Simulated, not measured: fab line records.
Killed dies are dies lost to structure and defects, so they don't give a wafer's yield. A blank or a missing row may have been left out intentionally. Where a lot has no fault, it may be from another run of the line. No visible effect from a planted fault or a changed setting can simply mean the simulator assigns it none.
Which of the tools did it? / flow sfqLine / 27 wafers from 9 lots sampled at 4 of the route's 325 steps

## WHAT THE GAUGES SHOWED, per wafer
The record lacks any reading of a measuring or inspecting step that a usual standard deviation could be used to judge.

## WHICH TOOL RAN EACH LOT (tool, then ch and the chambers of the sampled wafers, then the start)
lot=L910; SFQ_TRILAYER_L0_VIA_STRIP_STRIP_017=rieMetal-04 ch 0,1, day 7 12:48; SFQ_TRILAYER_I1_VIA_LITHO_EXPOSE_050=krfScanner-01 ch 0, day 25 17:56; SFQ_TRILAYER_M3_DEP_SPUTTER_073=pvdSputter-06, day 39 06:56; SFQ_TRILAYER_R5_DEP_SPUTTER_132=pvdSputter-06, day 66 16:18
lot=L911; SFQ_TRILAYER_L0_VIA_STRIP_STRIP_017=rieMetal-02 ch 0,1, day 7 22:12; SFQ_TRILAYER_I1_VIA_LITHO_EXPOSE_050=krfScanner-01 ch 0, day 25 19:44; SFQ_TRILAYER_M3_DEP_SPUTTER_073=pvdSputter-05, day 39 10:32; SFQ_TRILAYER_R5_DEP_SPUTTER_132=pvdSputter-04, day 67 03:06
lot=L912; SFQ_TRILAYER_L0_VIA_STRIP_STRIP_017=rieMetal-04 ch 0,1, day 8 12:36; SFQ_TRILAYER_I1_VIA_LITHO_EXPOSE_050=krfScanner-01 ch 0, day 25 23:20; SFQ_TRILAYER_M3_DEP_SPUTTER_073=pvdSputter-04, day 39 12:56; SFQ_TRILAYER_R5_DEP_SPUTTER_132=pvdSputter-04, day 67 15:50
lot=L913; SFQ_TRILAYER_L0_VIA_STRIP_STRIP_017=rieMetal-02 ch 0,1, day 8 18:36; SFQ_TRILAYER_I1_VIA_LITHO_EXPOSE_050=krfScanner-01 ch 0, day 26 04:08; SFQ_TRILAYER_M3_DEP_SPUTTER_073=pvdSputter-05, day 39 16:32; SFQ_TRILAYER_R5_DEP_SPUTTER_132=pvdSputter-06, day 68 01:09
lot=L914; SFQ_TRILAYER_L0_VIA_STRIP_STRIP_017=rieMetal-02 ch 0,1, day 9 04:18; SFQ_TRILAYER_I1_VIA_LITHO_EXPOSE_050=krfScanner-02 ch 0, day 27 06:40; SFQ_TRILAYER_M3_DEP_SPUTTER_073=pvdSputter-06, day 40 14:08; SFQ_TRILAYER_R5_DEP_SPUTTER_132=pvdSputter-04, day 69 02:56
lot=L915; SFQ_TRILAYER_L0_VIA_STRIP_STRIP_017=rieMetal-03 ch 0,1, day 9 06:55; SFQ_TRILAYER_I1_VIA_LITHO_EXPOSE_050=krfScanner-02 ch 0, day 27 21:16; SFQ_TRILAYER_M3_DEP_SPUTTER_073=pvdSputter-05, day 40 20:08; SFQ_TRILAYER_R5_DEP_SPUTTER_132=pvdSputter-03, day 69 05:56
lot=L923; SFQ_TRILAYER_L0_VIA_STRIP_STRIP_017=rieMetal-03 ch 0,1, day 12 01:47; SFQ_TRILAYER_I1_VIA_LITHO_EXPOSE_050=krfScanner-01 ch 0, day 30 19:59; SFQ_TRILAYER_M3_DEP_SPUTTER_073=pvdSputter-06, day 44 03:44; SFQ_TRILAYER_R5_DEP_SPUTTER_132=pvdSputter-06, day 72 17:23
lot=L924; SFQ_TRILAYER_L0_VIA_STRIP_STRIP_017=rieMetal-03 ch 0,1, day 12 10:07; SFQ_TRILAYER_I1_VIA_LITHO_EXPOSE_050=krfScanner-01 ch 0, day 31 05:23; SFQ_TRILAYER_M3_DEP_SPUTTER_073=pvdSputter-06, day 44 16:55; SFQ_TRILAYER_R5_DEP_SPUTTER_132=pvdSputter-04, day 72 20:23
lot=L929; SFQ_TRILAYER_L0_VIA_STRIP_STRIP_017=rieMetal-03 ch 0,1, day 13 20:34; SFQ_TRILAYER_I1_VIA_LITHO_EXPOSE_050=krfScanner-02 ch 0, day 36 23:33; SFQ_TRILAYER_M3_DEP_SPUTTER_073=pvdSputter-06, day 45 12:14; SFQ_TRILAYER_R5_DEP_SPUTTER_132=pvdSputter-03, day 74 05:44
- SFQ_TRILAYER_L0_VIA_STRIP_STRIP_017: strips in O2.
- SFQ_TRILAYER_I1_VIA_LITHO_EXPOSE_050: exposes mask I1, target cd 500 nm.
- SFQ_TRILAYER_M3_DEP_SPUTTER_073: material Nb, target thk 200 nm, time 133.3 s.
- SFQ_TRILAYER_R5_DEP_SPUTTER_132: material Ti, target thk 5 nm, time 5 s.

## WHAT THE TOOLS THEMSELVES READ (means of the sampled wafers that have a number; where no wafer has one, the mark that the record gives instead)
SFQ_TRILAYER_L0_VIA_STRIP_STRIP_017. Usual: drypumpMotorCurrentA 5.6 A, standard deviation 0.41; oesProductAu 1.005 a.u., standard deviation 0.015.
lot=L910; tool=rieMetal-04; drypumpMotorCurrentA (A)=5.4; oesProductAu (a.u.)=1.013; flag=
lot=L911; tool=rieMetal-02; drypumpMotorCurrentA (A)=6.1; oesProductAu (a.u.)=1.011; flag=
lot=L912; tool=rieMetal-04; drypumpMotorCurrentA (A)=5.4; oesProductAu (a.u.)=1.018; flag=
lot=L913; tool=rieMetal-02; drypumpMotorCurrentA (A)=5.8; oesProductAu (a.u.)=0.999; flag=
lot=L914; tool=rieMetal-02; drypumpMotorCurrentA (A)=6.0; oesProductAu (a.u.)=0.994; flag=
lot=L915; tool=rieMetal-03; drypumpMotorCurrentA (A)=5.7; oesProductAu (a.u.)=1.015; flag=
lot=L923; tool=rieMetal-03; drypumpMotorCurrentA (A)=5.7; oesProductAu (a.u.)=1.021; flag=
lot=L924; tool=rieMetal-03; drypumpMotorCurrentA (A)=5.4; oesProductAu (a.u.)=1.003; flag=
lot=L929; tool=rieMetal-03; drypumpMotorCurrentA (A)=5.4; oesProductAu (a.u.)=0.992; flag=

SFQ_TRILAYER_I1_VIA_LITHO_EXPOSE_050. Usual: exposureDoseMJCm2 at 21.305, with a standard deviation of 0.02.
lot=L910 tool=krfScanner-01 exposureDoseMJCm2=21.276 flag=
lot=L911 tool=krfScanner-01 exposureDoseMJCm2=21.283 flag=
lot=L912 tool=krfScanner-01 exposureDoseMJCm2=21.322 flag=
lot=L913 tool=krfScanner-01 exposureDoseMJCm2=21.316 flag=
lot=L914 tool=krfScanner-02 exposureDoseMJCm2=21.286 flag=
lot=L915 tool=krfScanner-02 exposureDoseMJCm2=21.318 flag=
lot=L923 tool=krfScanner-01 exposureDoseMJCm2=23.341 flag=OFF
lot=L924 tool=krfScanner-01 exposureDoseMJCm2=23.340 flag=OFF
lot=L929 tool=krfScanner-02 exposureDoseMJCm2=21.325 flag=

SFQ_TRILAYER_M3_DEP_SPUTTER_073. Usual: resputterCathodeVoltageV 400 V, standard deviation 3.8; throttleValvePct 30.1 %, standard deviation 1.2.
lot=L910; tool=pvdSputter-06; resputterCathodeVoltageV (V)=400; throttleValvePct (%)=29.9; flag=
lot=L911; tool=pvdSputter-05; resputterCathodeVoltageV (V)=404; throttleValvePct (%)=31.4; flag=
lot=L912; tool=pvdSputter-04; resputterCathodeVoltageV (V)=398; throttleValvePct (%)=30.1; flag=
lot=L913; tool=pvdSputter-05; resputterCathodeVoltageV (V)=400; throttleValvePct (%)=30.4; flag=
lot=L914; tool=pvdSputter-06; resputterCathodeVoltageV (V)=402; throttleValvePct (%)=30.2; flag=
lot=L915; tool=pvdSputter-05; resputterCathodeVoltageV (V)=399; throttleValvePct (%)=30.3; flag=
lot=L923; tool=pvdSputter-06; resputterCathodeVoltageV (V)=399; throttleValvePct (%)=30.7; flag=
lot=L924; tool=pvdSputter-06; resputterCathodeVoltageV (V)=399; throttleValvePct (%)=30.8; flag=
lot=L929; tool=pvdSputter-06; resputterCathodeVoltageV (V)=403; throttleValvePct (%)=30.7; flag=

SFQ_TRILAYER_R5_DEP_SPUTTER_132. Usual: throttleValvePct at 29.8 %, with a standard deviation of 1.1.
lot=L910; tool=pvdSputter-06; throttleValvePct (%)=30.2; flag=
lot=L911; tool=pvdSputter-04; throttleValvePct (%)=30.1; flag=
lot=L912; tool=pvdSputter-04; throttleValvePct (%)=30.2; flag=
lot=L913; tool=pvdSputter-06; throttleValvePct (%)=29.9; flag=
lot=L914; tool=pvdSputter-04; throttleValvePct (%)=28.9; flag=
lot=L915; tool=pvdSputter-03; throttleValvePct (%)=30.1; flag=
lot=L923; tool=pvdSputter-06; throttleValvePct (%)=30.3; flag=
lot=L924; tool=pvdSputter-04; throttleValvePct (%)=30.1; flag=
lot=L929; tool=pvdSputter-03; throttleValvePct (%)=29.4; flag=

## THE ANSWER, worked out from the rows above alone
Rule: a lot counts as off when the mean over its wafers that have a number is more than 3 standard deviations away from the usual mean. Also off: a lot with no number at a reading for which 4 or more lots have one. All remaining lots with rows at the step are treated as sound. After the gauges, taken in route order, come the tools' own readings; for these a lot's mean is taken, as printed above. At the first step where some lot is off, the reading lying furthest off is the one used; lots without a number count as furthest.
Off, at SFQ_TRILAYER_I1_VIA_LITHO_EXPOSE_050 on exposureDoseMJCm2: L923, L924.
A tool fits if, at that step or a process step before it, it ran every lot that is off, and no sound lot after the first of them. One fits: SFQ_TRILAYER_I1_VIA_LITHO_EXPOSE_050 on krfScanner-01. A fault onset in the window from L913 (day 26 04:08, its last sound lot) to L923 (day 30 19:59, its first lot off) fits.
On the lots that are off, the tool's own readings at SFQ_TRILAYER_I1_VIA_LITHO_EXPOSE_050 differ by more than 5 times the standard deviation of the sound lots' means, which bears it out; exposureDoseMJCm2 reads 23.340 there versus 21.304 on the sound lots.

## WHAT HAD BEEN PUT IN BY THE SIMULATOR
Process parameters drifting: krfScanner-01 at SFQ_TRILAYER_I1_VIA_LITHO_EXPOSE_050, beginning at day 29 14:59. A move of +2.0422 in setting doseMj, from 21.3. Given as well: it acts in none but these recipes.
Struck lots among those shown: L923, L924. The rule above reached the same finding.
